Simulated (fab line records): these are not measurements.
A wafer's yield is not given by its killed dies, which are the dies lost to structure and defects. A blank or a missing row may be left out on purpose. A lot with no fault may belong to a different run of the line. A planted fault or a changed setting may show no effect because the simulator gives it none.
What tool caused it? || flow sky130 || 14 lots, 42 wafers sampled, at 1 step of a route of 708

WHAT EACH GAUGE READ, for each wafer
The record lacks any reading of a measuring or inspecting step that a usual standard deviation could be used to judge.

WHAT TOOL EACH LOT RAN ON (gives the tool, then ch and the chambers of the sampled wafers, and finally the start)
{"lot": "L222", "SKY_FIELD_ISO_ETCH_17": "rie-si-02 ch 2,3, day 2 07:23"}
{"lot": "L223", "SKY_FIELD_ISO_ETCH_17": "rie-si-01 ch 0,1, day 2 10:46"}
{"lot": "L224", "SKY_FIELD_ISO_ETCH_17": "rie-si-02 ch 1,2,3, day 2 14:46"}
{"lot": "L225", "SKY_FIELD_ISO_ETCH_17": "rie-si-01 ch 0,1,3, day 2 23:11"}
{"lot": "L226", "SKY_FIELD_ISO_ETCH_17": "rie-si-02 ch 1,3, day 3 02:36"}
{"lot": "L227", "SKY_FIELD_ISO_ETCH_17": "rie-si-02 ch 0,1,3, day 3 06:32"}
{"lot": "L231", "SKY_FIELD_ISO_ETCH_17": "rie-si-02 ch 0,2,3, day 4 03:06"}
{"lot": "L233", "SKY_FIELD_ISO_ETCH_17": "rie-si-01 ch 0,1,2, day 4 13:33"}
{"lot": "L234", "SKY_FIELD_ISO_ETCH_17": "rie-si-02 ch 0,1,2, day 4 18:35"}
{"lot": "L236", "SKY_FIELD_ISO_ETCH_17": "rie-si-01 ch 1,2, day 5 07:15"}
{"lot": "L238", "SKY_FIELD_ISO_ETCH_17": "rie-si-01 ch 1,2,3, day 5 17:44"}
{"lot": "L240", "SKY_FIELD_ISO_ETCH_17": "rie-si-01 ch 0,1,3, day 6 03:02"}
{"lot": "L244", "SKY_FIELD_ISO_ETCH_17": "rie-si-01 ch 0,2, day 7 01:11"}
{"lot": "L245", "SKY_FIELD_ISO_ETCH_17": "rie-si-01 ch 2,3, day 7 04:19"}
- SKY_FIELD_ISO_ETCH_17: etches Si in HBr/Cl2/O2, target depth 342 nm, time 97.7 s.

WHAT THE TOOLS THEMSELVES READ (means of the sampled wafers that have a number; where no wafer has one, the mark that the record gives instead)
SKY_FIELD_ISO_ETCH_17. Usual: drypump-motor-current-A 5.7 A, standard deviation 0.4; oes-product-au 1.003 a.u., standard deviation 0.007; rf-fwd-power-W 596.4 W, standard deviation 2.5; throttle-valve-pct 25.654 %, standard deviation 0.009.
{"lot": "L222", "tool": "rie-si-02", "drypump-motor-current-A (A)": 5.6, "oes-product-au (a.u.)": 0.999, "rf-fwd-power-W (W)": 599.4, "throttle-valve-pct (%)": 25.652, "flag": ""}
{"lot": "L223", "tool": "rie-si-01", "drypump-motor-current-A (A)": 5.2, "oes-product-au (a.u.)": 1.009, "rf-fwd-power-W (W)": 593.4, "throttle-valve-pct (%)": 25.661, "flag": ""}
{"lot": "L224", "tool": "rie-si-02", "drypump-motor-current-A (A)": 5.7, "oes-product-au (a.u.)": 1.007, "rf-fwd-power-W (W)": 597.0, "throttle-valve-pct (%)": 25.650, "flag": ""}
{"lot": "L225", "tool": "rie-si-01", "drypump-motor-current-A (A)": 5.6, "oes-product-au (a.u.)": 1.001, "rf-fwd-power-W (W)": 595.2, "throttle-valve-pct (%)": 25.650, "flag": ""}
{"lot": "L226", "tool": "rie-si-02", "drypump-motor-current-A (A)": 5.8, "oes-product-au (a.u.)": 1.007, "rf-fwd-power-W (W)": 597.4, "throttle-valve-pct (%)": 25.652, "flag": ""}
{"lot": "L227", "tool": "rie-si-02", "drypump-motor-current-A (A)": 5.6, "oes-product-au (a.u.)": 0.997, "rf-fwd-power-W (W)": 597.7, "throttle-valve-pct (%)": 25.660, "flag": ""}
{"lot": "L231", "tool": "rie-si-02", "drypump-motor-current-A (A)": 5.6, "oes-product-au (a.u.)": 1.023, "rf-fwd-power-W (W)": 628.1, "throttle-valve-pct (%)": 25.651, "flag": "OFF"}
{"lot": "L233", "tool": "rie-si-01", "drypump-motor-current-A (A)": 5.6, "oes-product-au (a.u.)": 1.008, "rf-fwd-power-W (W)": 596.1, "throttle-valve-pct (%)": 25.660, "flag": ""}
{"lot": "L234", "tool": "rie-si-02", "drypump-motor-current-A (A)": 5.9, "oes-product-au (a.u.)": 1.015, "rf-fwd-power-W (W)": 630.4, "throttle-valve-pct (%)": 25.650, "flag": "OFF"}
{"lot": "L236", "tool": "rie-si-01", "drypump-motor-current-A (A)": 5.7, "oes-product-au (a.u.)": 1.006, "rf-fwd-power-W (W)": 597.5, "throttle-valve-pct (%)": 25.647, "flag": ""}
{"lot": "L238", "tool": "rie-si-01", "drypump-motor-current-A (A)": 5.6, "oes-product-au (a.u.)": 1.010, "rf-fwd-power-W (W)": 594.1, "throttle-valve-pct (%)": 25.647, "flag": ""}
{"lot": "L240", "tool": "rie-si-01", "drypump-motor-current-A (A)": 5.5, "oes-product-au (a.u.)": 1.001, "rf-fwd-power-W (W)": 595.0, "throttle-valve-pct (%)": 25.660, "flag": ""}
{"lot": "L244", "tool": "rie-si-01", "drypump-motor-current-A (A)": 5.9, "oes-product-au (a.u.)": 1.007, "rf-fwd-power-W (W)": 598.4, "throttle-valve-pct (%)": 25.655, "flag": ""}
{"lot": "L245", "tool": "rie-si-01", "drypump-motor-current-A (A)": 6.0, "oes-product-au (a.u.)": 1.001, "rf-fwd-power-W (W)": 593.1, "throttle-valve-pct (%)": 25.664, "flag": ""}

THE ANSWER, worked out from the rows above alone
Rule: a lot is off if the mean of its wafers that have a number lies more than 3 standard deviations from the usual mean. A lot without any number at a reading at which 4 lots or more have one is off too. The other lots that the step has rows for count as sound. The gauges are gone through in route order, then the tools' own readings, and for those a lot's mean is taken as printed above. The first step at which some lot is off is used, and at that step the reading that is off furthest; a lot without a number counts as furthest.
Off at SKY_FIELD_ISO_ETCH_17 (rf-fwd-power-W): L231, L234.
If a tool, at that step or one of the process steps before it, ran each lot that is off and ran no sound lot following the first of them, it fits. One candidate fits, namely rie-si-02 at SKY_FIELD_ISO_ETCH_17. A fault onset in the window from L227 (day 3 06:32, its last sound lot) to L231 (day 4 03:06, its first lot off) fits.
On the lots that are off, the tool's own readings at SKY_FIELD_ISO_ETCH_17 differ by more than 5 times the standard deviation of the sound lots' means, which bears it out; rf-fwd-power-W reads 629.2 W there versus 596.2 W on the sound lots.

WHAT THE SIMULATOR HAD INSERTED
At SKY_FIELD_ISO_ETCH_17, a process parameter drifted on rie-si-02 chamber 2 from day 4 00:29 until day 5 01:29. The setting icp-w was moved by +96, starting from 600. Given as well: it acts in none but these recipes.
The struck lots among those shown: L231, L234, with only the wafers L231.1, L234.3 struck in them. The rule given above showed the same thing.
